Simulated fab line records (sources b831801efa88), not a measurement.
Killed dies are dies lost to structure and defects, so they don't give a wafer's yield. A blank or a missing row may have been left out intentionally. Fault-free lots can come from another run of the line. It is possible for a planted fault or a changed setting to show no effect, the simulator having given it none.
A single fault, viewed from 2 desks -- flow sky130 -- numbers are kept per desk, each desk with only its own; the story behind them comes last

## AT THE TOOL OWNER'S DESK: plasma asher-02
The tool's own readings at SKY_CAP2M_STRIP_14 (strips in O2/N2): means of the sampled wafers that have a number, for each lot that ran on this tool. A lot is out of limits, marked OUT, if its mean lies more than 4 standard deviations from the usual mean; the brackets give that distance.
Columns: A = drypump motor current A at SKY_CAP2M_STRIP_14, usual 5.5 A; B = oes product au at SKY_CAP2M_STRIP_14, usual 0.710 a.u.; C = strip time to endpoint s at SKY_CAP2M_STRIP_14, usual 12.61 s
lot,first seen here,A,B,C
L894,day 41 21:32,5.2,0.707,12.50
L899,day 43 13:13,5.2,0.714,12.60
L903,day 44 09:30,5.2,0.704,12.65
L906,day 45 03:44,5.2,0.710,12.52
L907,day 45 04:56,5.2,0.712,12.69
L910,day 46 11:01,5.1,0.708,12.58
L913,day 46 23:11,5.2,0.705,12.60
This desk found nothing out of limits on any of the 7 lots.

## FROM THE METROLOGY DESK
What the gauges read for every lot (on any tool): the sampled wafers with a number, averaged. A lot is out of limits, marked OUT, if its mean lies more than 4 standard deviations from the usual mean; the brackets give that distance.
Columns: A = VIA4_HDPCVD_THK at SKY_VIA4_THK_MEAS_01, usual 1770 nm; B = PASSIVATION_CVD_02_THK at SKY_PASSIVATION_THK_MEAS_03, usual 540 nm
lot,first seen here,A,B
L892,day 42 06:52,1760,543
L894,day 42 22:46,1766,542
L896,day 43 23:25,1764,546
L897,day 44 03:06,1781,548
L898,day 44 06:38,1778,537
L899,day 44 13:38,1771,528
L903,day 45 09:19,1783,534
L906,day 46 03:58,1789,536
L907,day 46 04:33,1772,543
L909,day 46 23:52,1773,546
L910,day 47 09:15,1757,543
L913,day 48 01:03,1790,542
This desk found nothing out of limits on any of the 12 lots.

## ALL TOGETHER
The desk of the tool owner found nothing out of limits.
At the metrology desk, nothing out of limits was observed.

## WHAT THE SIMULATOR PUT IN
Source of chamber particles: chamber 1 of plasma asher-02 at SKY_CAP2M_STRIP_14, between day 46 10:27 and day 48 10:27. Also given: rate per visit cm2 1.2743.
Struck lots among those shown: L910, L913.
